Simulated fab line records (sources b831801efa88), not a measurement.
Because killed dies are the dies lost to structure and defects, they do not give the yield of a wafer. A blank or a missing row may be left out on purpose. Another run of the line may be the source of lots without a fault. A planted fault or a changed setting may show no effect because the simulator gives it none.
Which tool was responsible? | flow gf180mcu | 36 wafers from 12 lots sampled at 2 of the route's 602 steps

## WHAT EACH GAUGE READ, for each wafer
GF_V3_THK_MEAS_25: measures by xrf.
lot  | measured     | on            | V3_W_THK (nm)
L075 | day 22 13:35 | film metro-01 | 324 318 330
L077 | day 23 15:23 | film metro-01 | 326 332 331
L079 | day 24 05:49 | film metro-01 | 332 325 332
L081 | day 24 23:22 | film metro-01 | 330 330 337
L083 | day 25 21:31 | film metro-04 | 319 323 324
L084 | day 26 12:46 | film metro-01 | 325 320 329
L087 | day 26 22:56 | film metro-04 | 321 333 329
L089 | day 28 00:25 | film metro-02 | 330 331 329
L091 | day 28 10:10 | film metro-01 | 331 324 335
L093 | day 28 20:34 | film metro-04 | 338 334 334
L095 | day 29 11:12 | film metro-01 | 323 328 328
L097 | day 29 17:04 | film metro-02 | 323 324 323

## EACH LOT AND THE TOOL THAT RAN IT (in order: tool; ch and the chambers of the sampled wafers; start)
lot  | GF_V3_SPUTTER_22
L075 | pvd sputter-04, day 22 13:17
L077 | pvd sputter-01, day 23 15:07
L079 | pvd sputter-01, day 24 05:32
L081 | pvd sputter-01, day 24 23:04
L083 | pvd sputter-02, day 25 21:14
L084 | pvd sputter-02, day 26 12:29
L087 | pvd sputter-02, day 26 22:40
L089 | pvd sputter-04, day 28 00:08
L091 | pvd sputter-02, day 28 09:53
L093 | pvd sputter-01, day 28 20:17
L095 | pvd sputter-01, day 29 10:56
L097 | pvd sputter-04, day 29 16:48
- GF_V3_SPUTTER_22: material TiN, target thk 10 nm, time 40 s.

## THE ANSWER, worked out from the rows above alone
Rule: usual is defined by the lots themselves. Put in order of their means at a reading, lots are off if they are a third of the lots or fewer, leave a main group of 4 or more, and stand apart from it by a gap of 3 or more times the standard deviation of the main group's means; of several such gaps the widest counts. If all means in a main group match to the digits the tables above print for the reading, that group is not used. A lot without any number at a reading at which 4 lots or more have one is off too. All remaining lots with rows at the step are treated as sound.
Nothing can be told from this: no lot is off at any reading shown.

## WHAT THE SIMULATOR PUT IN
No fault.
